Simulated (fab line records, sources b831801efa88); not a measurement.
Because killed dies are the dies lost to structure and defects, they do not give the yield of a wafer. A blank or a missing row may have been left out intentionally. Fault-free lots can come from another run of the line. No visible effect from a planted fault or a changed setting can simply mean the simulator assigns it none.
Which of the tools did it? ; flow gf180mcu ; 10 lots with 30 wafers sampled at 3 steps, on a route of 602 steps

WHAT EACH GAUGE READ, for each wafer
GF_TOP_METAL_RS_MEAS_05: measurement is done with a four-point probe.
lot;measured;on;TOP_METAL_ALCU_RS (ohm/sq)
L760;day 28 14:22;film_metro-03;0.0329 0.0327 0.0326
L761;day 29 04:58;film_metro-04;0.0328 0.0332 0.0333
L763;day 29 20:16;film_metro-03;0.0330 0.0329 0.0327
L764;day 29 20:52;film_metro-02;0.0331 0.0329 0.0330
L767;day 30 20:37;film_metro-02;0.0323 0.0327 0.0322
L769;day 31 12:26;film_metro-04;0.0325 0.0322 0.0327
L770;day 31 12:47;film_metro-03;0.0324 0.0317 0.0322
L775;day 32 22:01;film_metro-04;0.0323 0.0324 0.0322
L777;day 33 03:27;film_metro-04;0.0322 0.0325 0.0355
L781;day 34 05:12;film_metro-04;0.0327 0.0330 0.0329

TOOL THAT RAN EACH LOT (tool first, then ch and the chambers of the sampled wafers, then the start)
lot;GF_MIM_CVD_05;GF_TOP_METAL_SPUTTER_02
L760;pecvd-04 ch 0,1,2, day 25 21:21;pvd_sputter-02, day 28 14:17
L761;pecvd-01 ch 0,1,2, day 26 13:05;pvd_sputter-01, day 29 04:53
L763;pecvd-02 ch 1,2, day 27 04:42;pvd_sputter-01, day 29 20:11
L764;pecvd-01 ch 0,2, day 27 04:45;pvd_sputter-02, day 29 20:47
L767;pecvd-01 ch 0,2, day 28 07:56;pvd_sputter-04, day 30 20:30
L769;pecvd-01 ch 0,2, day 28 23:38;pvd_sputter-01, day 31 12:20
L770;pecvd-02 ch 1,2, day 29 00:01;pvd_sputter-04, day 31 12:41
L775;pecvd-01 ch 0,1,2, day 30 12:25;pvd_sputter-04, day 32 21:55
L777;pecvd-01 ch 0,1,2, day 30 18:16;pvd_sputter-04, day 33 03:22
L781;pecvd-04 ch 0,1, day 31 23:56;pvd_sputter-02, day 34 05:04
- GF_MIM_CVD_05: deposits Si3N4, target thk 42 nm, time 29.086 s.
- GF_TOP_METAL_SPUTTER_02: material AlCu, target thk 900 nm, time 47.82 s.

THE ANSWER, worked out from the rows above alone
Rule: usual is defined by the lots themselves. Put in order of their means at a reading, lots are off if they are a third of the lots or fewer, leave a main group of 4 or more, and stand apart from it by a gap of 3 or more times the standard deviation of the main group's means; of several such gaps the widest counts. The tables above print the reading to a certain number of digits; a main group whose means all agree to those digits is not used. Also off: a lot with no number at a reading for which 4 or more lots have one. Where the step has rows for the other lots, those lots are counted as sound.
None of the lots is off at any reading shown; this tells nothing.

WHAT HAD BEEN PUT IN BY THE SIMULATOR
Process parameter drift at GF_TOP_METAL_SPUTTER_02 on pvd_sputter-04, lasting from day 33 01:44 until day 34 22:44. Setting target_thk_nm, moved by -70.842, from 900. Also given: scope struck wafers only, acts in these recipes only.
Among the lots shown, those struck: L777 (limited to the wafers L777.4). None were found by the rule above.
